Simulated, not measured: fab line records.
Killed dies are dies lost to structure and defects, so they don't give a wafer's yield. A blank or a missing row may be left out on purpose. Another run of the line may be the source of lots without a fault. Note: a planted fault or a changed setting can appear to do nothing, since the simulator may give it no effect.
Which of the tools did it? :: flow gf180mcu :: 11 lots, 33 wafers sampled, at 3 steps of a route of 602

WHAT THE GAUGES SHOWED, per wafer
GF_STI_THK_MEAS_30.
lot: L306
measured: day 2 07:18
on: film metro-02
STI_OXIDATION_02_THK (nm): 9.84 10.15 10.05

lot: L307
measured: day 2 21:02
on: film metro-03
STI_OXIDATION_02_THK (nm): 10.00 10.03 10.10

lot: L308
measured: day 3 01:26
on: film metro-02
STI_OXIDATION_02_THK (nm): 10.24 10.17 10.15

lot: L309
measured: day 3 01:26
on: film metro-03
STI_OXIDATION_02_THK (nm): 9.74 9.74 9.63

lot: L311
measured: day 3 11:05
on: film metro-04
STI_OXIDATION_02_THK (nm): 10.08 9.98 10.08

lot: L316
measured: day 4 10:13
on: film metro-04
STI_OXIDATION_02_THK (nm): 15.38 15.51 15.70

lot: L318
measured: day 4 23:04
on: film metro-03
STI_OXIDATION_02_THK (nm): 15.15 15.27 15.26

lot: L320
measured: day 5 11:13
on: film metro-04
STI_OXIDATION_02_THK (nm): 10.06 9.97 9.91

lot: L321
measured: day 5 14:02
on: film metro-04
STI_OXIDATION_02_THK (nm): 10.00 10.14 9.90

lot: L325
measured: day 6 12:32
on: film metro-04
STI_OXIDATION_02_THK (nm): 10.23 10.31 9.98

lot: L329
measured: day 7 03:21
on: film metro-04
STI_OXIDATION_02_THK (nm): 9.94 9.91 10.02

GF_VT_IMPLANT_TW_MEAS_43.
lot: L306
measured: day 7 10:07
on: film metro-04
VT_IMPLANT_4_TW: 685.8 682.0 685.2

lot: L307
measured: day 8 05:26
on: film metro-03
VT_IMPLANT_4_TW: 685.9 688.9 685.2

lot: L308
measured: day 8 12:40
on: film metro-01
VT_IMPLANT_4_TW: 682.6 683.7 686.5

lot: L309
measured: day 8 13:32
on: film metro-04
VT_IMPLANT_4_TW: 685.6 688.3 687.9

lot: L311
measured: day 8 23:19
on: film metro-01
VT_IMPLANT_4_TW: 680.7 680.7 684.6

lot: L316
measured: day 10 09:10
on: film metro-01
VT_IMPLANT_4_TW: 687.0 685.6 687.1

lot: L318
measured: day 10 21:58
on: film metro-04
VT_IMPLANT_4_TW: 685.5 688.8 685.1

lot: L320
measured: day 11 15:35
on: film metro-04
VT_IMPLANT_4_TW: 690.0 688.8 689.5

lot: L321
measured: day 11 21:23
on: film metro-04
VT_IMPLANT_4_TW: 689.1 686.1 687.1

lot: L325
measured: day 13 04:32
on: film metro-04
VT_IMPLANT_4_TW: 690.6 688.3 686.5

lot: L329
measured: day 13 22:32
on: film metro-03
VT_IMPLANT_4_TW: 685.1 686.6 685.9

TOOL THAT RAN EACH LOT (tool first, then ch and the chambers of the sampled wafers, then the start)
lot: L306
GF_STI_OXIDATION_29: furnace-01 ch 0, day 2 05:53

lot: L307
GF_STI_OXIDATION_29: furnace-01 ch 0, day 2 19:37

lot: L308
GF_STI_OXIDATION_29: furnace-02 ch 0, day 3 00:02

lot: L309
GF_STI_OXIDATION_29: furnace-02 ch 0, day 3 00:02

lot: L311
GF_STI_OXIDATION_29: furnace-02 ch 0, day 3 09:41

lot: L316
GF_STI_OXIDATION_29: furnace-01 ch 0, day 4 08:48

lot: L318
GF_STI_OXIDATION_29: furnace-01 ch 0, day 4 21:40

lot: L320
GF_STI_OXIDATION_29: furnace-02 ch 0, day 5 09:50

lot: L321
GF_STI_OXIDATION_29: furnace-02 ch 0, day 5 12:37

lot: L325
GF_STI_OXIDATION_29: furnace-02 ch 0, day 6 11:08

lot: L329
GF_STI_OXIDATION_29: furnace-02 ch 0, day 7 01:57
- GF_STI_OXIDATION_29: stabilise 600 s, purge 300 s, target thk 10 nm.

WHAT THE TOOLS THEMSELVES READ (means of the sampled wafers that have a number; where no wafer has one, the mark that the record gives instead)
GF_STI_OXIDATION_29.
lot: L306
tool: furnace-01
spike tc lower C (C): 903.4

lot: L307
tool: furnace-01
spike tc lower C (C): 903.5

lot: L308
tool: furnace-02
spike tc lower C (C): 898.6

lot: L309
tool: furnace-02
spike tc lower C (C): 899.8

lot: L311
tool: furnace-02
spike tc lower C (C): 899.3

lot: L316
tool: furnace-01
spike tc lower C (C): 903.0

lot: L318
tool: furnace-01
spike tc lower C (C): 903.1

lot: L320
tool: furnace-02
spike tc lower C (C): 899.8

lot: L321
tool: furnace-02
spike tc lower C (C): 898.3

lot: L325
tool: furnace-02
spike tc lower C (C): 898.0

lot: L329
tool: furnace-02
spike tc lower C (C): 899.0

THE ANSWER, worked out from the rows above alone
Rule: usual is defined by the lots themselves. The widest of any qualifying gaps counts: lots, ordered by their means at a reading, are off when they make up no more than a third of the lots, leave a main group of 4 or more, and stand apart from it by 3 or more times the standard deviation of that group's means. The tables above print the reading to a certain number of digits; a main group whose means all agree to those digits is not used. Also off: a lot with no number at a reading for which 4 or more lots have one. All remaining lots with rows at the step are treated as sound. After the gauges, taken in route order, come the tools' own readings; for these a lot's mean is taken, as printed above. The first step at which some lot is off is used, and at that step the reading that is off furthest; a lot without a number counts as furthest.
Off: L316, L318, seen at GF_STI_THK_MEAS_30 (STI_OXIDATION_02_THK). The main group: mean 10.01 nm, standard deviation 0.13.
A tool fits if, at a process step before that reading, it ran every lot that is off, and no sound lot after the first of them. Gauges at GF_STI_THK_MEAS_30: tried the same way as those tools. One fits: furnace-01 at GF_STI_OXIDATION_29. Its last sound lot is L307 (day 2 19:37), its first lot that is off L316 (day 4 08:48): a fault that began between those two fits.

WHAT THE SIMULATOR PUT IN
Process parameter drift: furnace-01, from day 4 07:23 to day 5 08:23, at GF_STI_OXIDATION_29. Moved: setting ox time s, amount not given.
Shown lots that were struck: L316, L318. The same result came from the rule above.
